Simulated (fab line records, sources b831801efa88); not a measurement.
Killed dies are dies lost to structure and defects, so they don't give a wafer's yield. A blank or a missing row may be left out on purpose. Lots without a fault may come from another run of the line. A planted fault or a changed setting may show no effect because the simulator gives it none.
Which tool did it? | flow gf180mcu | 6 lots, 18 wafers sampled, at 4 steps of a route of 602

WHAT THE GAUGES READ, wafer by wafer
GF_V5_THK_MEAS_03.
lot  | measured     | on            | V5_CVD_02_THK (nm)
L866 | day 28 10:52 | film_metro-01 | 1454 1470 1448
L869 | day 29 10:38 | film_metro-03 | 1440 1443 1476
L872 | day 30 05:25 | film_metro-01 | 1474 1470 1475
L877 | day 31 17:04 | film_metro-01 | 1441 1467 570
L879 | day 32 02:26 | film_metro-03 | 601 1488 598
L885 | day 33 12:32 | film_metro-01 | 1446 1448 1478

WHICH TOOL RAN EACH LOT (tool, then ch and the chambers of the sampled wafers, then the start)
lot  | GF_MIM_SPUTTER_09            | GF_MIM_METAL_ETCH_19              | GF_V5_CVD_02
L866 | pvd_sputter-01, day 26 17:11 | rie_metal-03 ch 0,1, day 27 13:15 | pecvd-02 ch 0,1,2, day 28 10:46
L869 | pvd_sputter-01, day 27 16:13 | rie_metal-03 ch 1, day 28 12:54   | pecvd-02 ch 0,1,2, day 29 10:31
L872 | pvd_sputter-03, day 28 12:07 | rie_metal-03 ch 0,1, day 29 08:25 | pecvd-03 ch 0,1,2, day 30 05:19
L877 | pvd_sputter-03, day 30 03:22 | rie_metal-04 ch 0,1, day 30 21:44 | pecvd-03 ch 1,2, day 31 16:53
L879 | pvd_sputter-02, day 30 13:28 | rie_metal-02 ch 0, day 31 06:56   | pecvd-03 ch 1,2, day 32 02:16
L885 | pvd_sputter-02, day 32 01:47 | rie_metal-03 ch 0,1, day 32 18:33 | pecvd-02 ch 0,2, day 33 12:26
- GF_MIM_SPUTTER_09: material TiN, target thk 35 nm, time 29.2 s.
- GF_MIM_METAL_ETCH_19: etches the open film in Cl2/BCl3, stops on Si3N4, target depth 324.5 nm, time 54.1 s.
- GF_V5_CVD_02: deposits SiO2 from TEOS, target thk 1450 nm, time 163.28 s.

THE ANSWER, worked out from the rows above alone
Rule: what is usual is taken from the lots themselves. Put in order of their means at a reading, lots are off if they are a third of the lots or fewer, leave a main group of 4 or more, and stand apart from it by a gap of 3 or more times the standard deviation of the main group's means; of several such gaps the widest counts. A main group whose means are all the same, to the digits that the tables above print for the reading, isn't used. A lot without any number at a reading at which 4 lots or more have one is off too. The other lots that the step has rows for count as sound.
Off: L877, L879, at GF_V5_THK_MEAS_03 (V5_CVD_02_THK). The main group: mean 1460 nm, standard deviation 7.6.
A tool fits if, at a process step before that reading, it ran every lot that is off, and no sound lot after the first of them. The gauges at GF_V5_THK_MEAS_03 are tried like those tools. One fits: pecvd-03 at GF_V5_CVD_02. Its last sound lot is L872 (day 30 05:19), its first lot that is off L877 (day 31 16:53): a fault that began between those two fits.

WHAT THE SIMULATOR HAD PUT IN
Process parameter drift: pecvd-03, from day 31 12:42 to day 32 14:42, at GF_V5_CVD_02. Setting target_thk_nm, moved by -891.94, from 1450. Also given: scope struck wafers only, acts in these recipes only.
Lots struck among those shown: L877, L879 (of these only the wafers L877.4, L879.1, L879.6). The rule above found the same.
